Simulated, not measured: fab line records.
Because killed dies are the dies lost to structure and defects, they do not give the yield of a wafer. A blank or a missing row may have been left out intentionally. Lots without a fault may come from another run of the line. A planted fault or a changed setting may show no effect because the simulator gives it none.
Matching of chambers -- flow gf180mcu -- GF_V3_CMP_26 on cmp-02: 4 sister chambers
The step polishes, stops on SiO2, t overpolish 15 s, target thk 0 nm. 14 wafers are shown with their chamber, then 6 later ones without.

## WAFERS, EACH WITH ITS CHAMBER
wafer,chamber,time to endpoint s (s),motor current A (A)
L258.1,3,88,10.2
L258.3,0,86,10.9
L258.4,2,81,9.6
L259.1,2,85,10.0
L259.2,0,82,10.3
L259.3,1,93,10.1
L265.2,3,85,10.5
L265.6,1,90,10.1
L279.2,0,89,10.9
L279.5,2,78,10.1
L279.6,1,91,9.8
L281.3,1,90,9.4
L281.4,2,78,9.7
L281.6,0,82,10.6

SIGNATURES, as means of the wafers listed above
reading,chamber 0,chamber 1,chamber 2,chamber 3,scatter within a chamber
time to endpoint s,84.75,91.00,80.50,86.50,2.8
motor current A,10.675,9.850,9.850,10.350,0.282
Rule: distance of a wafer from a chamber = root of the sum over the readings of ((wafer's reading minus chamber's mean) / reading's scatter) squared. The wafer belongs to the nearest chamber; if the next one is less than 2 further off, it can't be placed. How the scatter is found: for the shown wafers, subtract from each reading the mean of its chamber, square and add these, divide the total by (wafers less chambers), then take the root.

## WAFERS WITHOUT THEIR CHAMBER
wafer,time to endpoint s (s),motor current A (A)
L280.4,86,11.0
L280.5,79,10.0
L280.6,84,11.2
L275.1,87,10.4
L275.2,88,10.3
L275.6,83,9.7

## THE CHAMBER EACH PASSED THROUGH
wafer,from the rows above,in truth
L280.4,can't be placed: 0 or 3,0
L280.5,2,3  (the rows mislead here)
L280.6,can't be placed: 0 or 3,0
L275.1,can't be placed: 3 or 0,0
L275.2,can't be placed: 3 or 0 or 1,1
L275.6,can't be placed: 2 or 3 or 1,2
Placed correctly: 0 of 6. Not placeable from these rows: 5 (in 5, the candidates include the true chamber). 1 placed wrongly.
